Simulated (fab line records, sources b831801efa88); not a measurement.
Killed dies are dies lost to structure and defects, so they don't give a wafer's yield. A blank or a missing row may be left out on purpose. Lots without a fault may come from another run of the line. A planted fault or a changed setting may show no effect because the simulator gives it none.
fab line records | flow sfq_line
record lots=14 wafers=42 last_day=84
route steps=325 shown JJ@193 M5@204 C5@247 I6@266
lots that met no fault: from a run of the same line without faults
start_h: hours from the record's first day to the start of the lot's first wafer shown | wait_h: hours since the lot's step before | " the same as in the row above | L1.1+2: a row that stands for several wafers | - no value, or no start given | * or withheld: withheld | < > ~ a bound
route shown NAME@n: a module of which the file shows steps, and the number in the route of the first | usual: mean/standard deviation of fault-free wafers | same: alike in all rows | chamber/n: place in a boat | sites: the reading at each site | _std_site: their standard deviation | _edge_site: outer sites' mean less inner sites' | radius_mm: how far each site lies from the wafer's centre | mask NAME#n: copy n | behind: the tool/chamber that last shaped the wafer | hold: why the lot was held/for how many hours/how that ended | device: the transistor (n, p or np) that didn't switch | end of line: the same wafers' tests at the end of the route | a step without rows: its recipe alone | killed: dies lost to structure and defects at the first sort, not the wafer's yield | map: a wafer's dies, x killed, . not, _ none there
set.NAME: the setting as run; set.NAME@STEP: as run at that earlier step | model.NAME: the simulator's own value behind a step, which no gauge read
steps of the route over a sample of lots; a table a step, a row a wafer
services: from which hour (start_h, from the record's first day; less than 0 if before it) a tool's chamber was out of use, for how many hours, and why
## steps
# step SFQ_TRILAYER_JJ_CE_BARC_OPEN_RIE_150
# recipe mask_material=PR chemistry=O2 target_depth_nm=240 target=BARC icp_w=600 bias_w=80 pressure_mtorr=10 time_s=80
# usual drypump_motor_current_A=5.4/0.4 oes_product_au=0.538/0.0041
# columns lot.wafer tool chamber start_h wait_h drypump_motor_current_A oes_product_au rf_hours_counter_h
L123.2 rie_metal-04 0 973.40 0.8 6.1 0.537 169
L123.5 " 0 " " 6.1 0.537 -
L123.6 " 1 " " 5.7 0.533 -
L125.1 rie_metal-03 1 1000.09 1.0 5.3 0.538 30
L125.2 " 0 " " 5.5 0.536 94
L125.5 " 1 " " 5.3 0.539 -
L126.2 rie_metal-02 0 1009.43 0.8 4.7 0.544 -
L126.3 " 0 " " 4.7 0.542 -
L126.4 " 0 " " 4.7 0.539 -
L128.2 rie_metal-02 1 1020.23 0.8 5.4 0.535 -
L128.4 " 1 " " 5.4 0.535 -
L128.5 " 1 " " 5.4 0.534 -
L135.2 rie_metal-03 0 1126.46 0.8 5.5 0.541 109
L135.3 " 0 " " 5.5 0.545 -
L135.4 " 1 " " 5.3 0.536 -
L136.1 rie_metal-02 1 1142.06 1.0 5.4 0.534 136
L136.2 " 0 " " 4.7 0.541 144
L136.6 " 0 " " 4.7 0.545 -
L138.3 rie_metal-04 0 1156.61 0.6 6.1 0.543 -
L138.4 " 1 " " 5.7 0.527 -
L138.6 " 1 " " 5.7 0.546 -
L140.2 rie_metal-03 0 1354.26 0.8 5.5 0.540 133
L140.4 " 1 " " 5.3 0.535 -
L140.6 " 1 " " 5.3 0.543 -
L141.3 rie_metal-04 0 1360.29 0.6 6.1 0.540 -
L141.4 " 1 " " 5.7 0.536 -
L141.6 " 1 " " 5.6 0.532 -
L142.4 rie_metal-03 0 1369.89 0.4 5.5 0.527 -
L142.5 " 1 " " 5.3 0.547 -
L142.6 " 0 " " 5.5 0.542 -
L143.1 rie_metal-03 0 1379.03 1.0 5.5 0.541 136
L143.5 " 1 " " 5.3 0.543 -
L143.6 " 0 " " 5.5 0.539 -
L144.2 rie_metal-02 0 1386.23 0.8 4.7 0.537 17
L144.4 " 0 " " 4.7 0.544 -
L144.5 " 1 " " 5.4 0.533 -
L145.2 rie_metal-02 1 1399.43 0.8 5.4 0.537 23
L145.3 " 1 " " 5.4 0.541 -
L145.5 " 1 " " 5.4 0.545 -
L146.1 rie_metal-02 0 1400.63 1.0 4.7 0.538 19
L146.4 " 1 " " 5.4 0.539 -
L146.5 " 1 " " 5.4 0.538 -
# step SFQ_M5_OVL_MEAS_932
# usual M5_OVL=2/4.7
# columns lot.wafer tool chamber start_h wait_h M5_OVL[nm]
L123.2 overlay-01 - 1112.03 0.1 0
L123.5 " - " " 5
L123.6 " - " " -2
L125.1 overlay-01 - 1145.62 0.1 6
L125.2 " - " " 4
L125.5 " - " " 3
L126.2 overlay-01 - 1160.03 0.1 5
L126.3 " - " " 0
L126.4 " - " " 1
L128.2 overlay-02 - 1172.03 0.1 5
L128.4 " - " " 5
L128.5 " - " " 3
L135.2 overlay-02 - 1265.06 0.1 -3
L135.3 " - " " -4
L135.4 " - " " -3
L136.1 overlay-02 - 1283.42 0.1 1
L136.2 " - " " -6
L136.6 " - " " -3
L138.3 overlay-02 - 1285.96 0.1 6
L138.4 " - " " 2
L138.6 " - " " 1
L140.2 overlay-02 - 1357.99 0.1 6
L140.4 " - " " 5
L140.6 " - " " 9
L141.3 overlay-01 - 1364.04 0.1 0
L141.4 " - " " -4
L141.6 " - " " -4
L142.4 overlay-01 - 1385.66 0.1 10
L142.5 " - " " 3
L142.6 " - " " 14
L143.1 overlay-01 - 1386.84 0.1 1
L143.5 " - " " 9
L143.6 " - " " 1
L144.2 overlay-02 - 1390.00 0.1 8
L144.4 " - " " 5
L144.5 " - " " 6
L145.2 overlay-02 - 1403.20 0.1 1
L145.3 " - " " 3
L145.5 " - " " 6
L146.1 overlay-02 - 1405.55 0.1 -3
L146.4 " - " " 3
L146.5 " - " " -3
# step SFQ_TRILAYER_C5_BARC_OPEN_VIA_ETCH_210
# recipe mask_material=PR chemistry=O2 target_depth_nm=125 target=BARC source_w=500 bias_w=80 pressure_mtorr=30 time_s=41.7
# usual drypump_motor_current_A=5.6/0.33 oes_product_au=0.685/0.0045 run_length_s=70.1/0.51
# columns lot.wafer tool chamber start_h wait_h drypump_motor_current_A oes_product_au rf_hours_counter_h run_length_s
L123.2 rie_diel-04 1 1408.68 0.0 5.4 0.682 6 70.4
L123.5 " 3 " " 5.8 0.689 - 69.2
L123.6 " 0 " " 5.7 0.680 - 69.9
L125.1 rie_diel-04 3 1434.48 0.0 5.8 0.689 11 69.4
L125.2 " 0 " " 5.7 0.686 9 69.5
L125.5 " 0 " " 5.7 0.684 - 69.7
L126.2 rie_diel-04 3 1449.73 0.0 5.8 0.685 11 69.6
L126.3 " 0 " " 5.7 0.685 9 70.0
L126.4 " 2 " " 5.7 0.693 16 70.3
L128.2 rie_diel-02 0 1457.05 0.0 5.5 0.678 16 70.7
L128.4 " 2 " " 5.0 0.686 19 70.4
L128.5 " 0 " " 5.5 0.691 - 70.5
L135.2 rie_diel-04 3 1523.80 0.0 5.8 0.620 13 80.9
L135.3 " 0 " " 5.7 0.619 11 81.3
L135.4 " 2 " " 5.8 0.613 - 81.8
L136.1 rie_diel-04 3 1540.48 0.0 5.8 0.631 13 81.1
L136.2 " 2 " " 5.8 0.627 17 81.9
L136.6 " 0 " " 5.6 0.620 - 81.4
L138.3 rie_diel-01 0 1550.08 0.0 6.1 0.686 22 71.1
L138.4 " 2 " " 5.8 0.688 - 70.5
L138.6 " 0 " " 6.1 0.684 - 70.6
L140.2 rie_diel-02 1 1592.09 0.0 5.7 0.684 21 69.3
L140.4 " 2 " " 5.0 0.685 - 70.6
L140.6 " 0 " " 5.5 0.682 - 70.4
L141.3 rie_diel-01 0 1605.30 0.0 6.1 0.690 23 70.9
L141.4 " 3 " " 5.9 0.684 1 70.0
L141.6 " 0 " " 6.1 0.687 - 71.4
L142.4 rie_diel-02 3 1735.99 0.0 5.4 0.685 1 70.0
L142.5 " 1 " " 5.7 0.684 - 69.4
L142.6 " 2 " " 4.9 0.678 - 70.6
L143.1 rie_diel-01 2 1738.39 0.0 5.8 0.676 5 69.9
L143.5 " 3 " " 5.9 0.679 - 70.8
L143.6 " 0 " " 6.1 0.682 - 71.2
L144.2 rie_diel-04 1 1740.79 0.0 5.3 0.693 10 70.3
L144.4 " 3 " " 5.8 0.692 15 69.3
L144.5 " 0 " " 5.7 0.679 - 69.9
L145.2 rie_diel-04 0 1744.39 0.0 5.7 0.689 14 69.8
L145.3 " 1 " " 5.3 0.686 10 70.9
L145.5 " 1 " " 5.3 0.695 - 70.4
L146.1 rie_diel-02 1 1747.99 0.0 5.7 0.689 1 69.5
L146.4 " 2 " " 5.0 0.696 2 70.3
L146.5 " 3 " " 5.3 0.681 - 70.0
# step SFQ_TRILAYER_I6_DEP_PECVD_165
# recipe material=SiO2 temp_c=150 time_s=111.11 pressure_torr=2.4 rf_w=183.3 precursor=SiH4/N2O target_thk_nm=500
# usual heater_power_w=90/23 throttle_valve_pct=24.8/1.4
# columns lot.wafer tool chamber start_h wait_h heater_power_w throttle_valve_pct
L123.2 pecvd-03 0 1524.99 0.0 132 23.6
L123.5 " 1 " " 77 24.8
L123.6 " 2 " " 74 26.2
L125.1 pecvd-03 2 1556.19 0.0 86 26.4
L125.2 " 1 " " 66 24.9
L125.5 " 1 " " 71 25.1
L126.2 pecvd-04 0 1566.99 0.0 73 25.6
L126.3 " 1 " " 108 27.1
L126.4 " 1 " " 107 27.2
L128.2 pecvd-03 0 1576.59 0.0 119 23.8
L128.4 " 1 " " 64 24.7
L128.5 " 0 " " 124 23.6
L135.2 pecvd-03 2 1647.19 0.0 86 26.7
L135.3 " 0 " " 125 24.2
L135.4 " 1 " " 62 25.0
L136.1 pecvd-01 2 1659.19 0.0 84 23.4
L136.2 " 1 " " 84 23.7
L136.6 " 2 " " 89 23.9
L138.3 pecvd-03 0 1668.79 0.0 135 23.8
L138.4 " 2 " " 74 26.6
L138.6 " 0 " " 139 23.7
L140.2 pecvd-03 1 1697.89 0.0 70 25.0
L140.4 " 0 " " 133 24.1
L140.6 " 1 " " 72 25.1
L141.3 pecvd-03 0 1709.73 0.0 122 24.1
L141.4 " 0 " " 133 23.9
L141.6 " 1 " " 64 25.2
L142.4 pecvd-03 2 1741.28 0.0 89 27.1
L142.5 " 1 " " 76 25.2
L142.6 " 0 " " 129 24.0
L143.1 pecvd-01 2 1743.64 0.0 96 22.5
L143.5 " 2 " " 96 22.3
L143.6 " 0 " " 69 23.6
L144.2 pecvd-04 0 1745.21 0.0 80 25.6
L144.4 " 0 " " 65 25.5
L144.5 " 2 " " 80 23.9
L145.2 pecvd-03 0 1749.04 0.0 138 24.3
L145.3 " 2 " " 79 26.9
L145.5 " 2 " " 82 26.5
L146.1 pecvd-01 0 1753.56 0.0 66 23.5
L146.4 " 0 " " 69 23.4
L146.5 " 2 " " 95 22.3
## services
# columns tool chamber start_h hours kind
rie_diel-04 2 953.03 9.7 repair
rie_diel-04 1 969.47 42.7 repair
pecvd-03 - 986.64 1.7 repair
rie_metal-02 1 1002.11 15.7 repair
pecvd-03 0 1019.13 1.9 repair
pecvd-03 2 1099.47 8.4 repair
rie_diel-04 0 1150.52 3.9 repair
rie_diel-04 0 1174.59 6.9 repair
pecvd-03 2 1191.28 4.9 repair
rie_diel-04 - 1213.47 0.3 repair
pecvd-03 - 1235.59 1.4 repair
rie_diel-04 - 1283.83 14.6 pm
rie_diel-04 2 1402.94 16.3 repair
pecvd-03 - 1412.46 0.3 repair
rie_diel-04 0 1437.96 11.0 repair
pecvd-03 2 1442.57 11.0 repair
pecvd-03 - 1452.49 0.6 repair
rie_diel-04 2 1461.70 5.4 repair
rie_diel-04 1 1510.22 60.7 repair
pecvd-03 - 1538.18 2.8 pm
rie_diel-04 1 1591.04 7.2 repair
rie_diel-04 - 1596.31 2.8 pm
rie_diel-04 3 1650.05 6.5 repair
rie_diel-04 - 1662.88 0.8 repair
## key
first_sign step=SFQ_TRILAYER_C5_BARC_OPEN_VIA_ETCH_210 reading=run_length_s direction=up sigmas=22 usual=* struck=*
effect step=SFQ_TRILAYER_C5_BARC_OPEN_VIA_ETCH_210 reading=oes_product_au direction=down sigmas=14 usual=0.685 struck=0.622
met_at SFQ_TRILAYER_C5_BARC_OPEN_VIA_ETCH_210
struck_lots L135,L136
not_acting_at SFQ_TRILAYER_JJ_CE_BARC_OPEN_RIE_150,SFQ_M5_OVL_MEAS_932,SFQ_TRILAYER_I6_DEP_PECVD_165
onset_between 1449.73 1523.80
fault kind=process_parameter_drift tool=rie_diel-04 chamber=- onset_h=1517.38 steps=SFQ_TRILAYER_C5_BARC_OPEN_VIA_ETCH_210 channel=time_s offset=* shape=step end_h=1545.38 acts_in=* stated=*
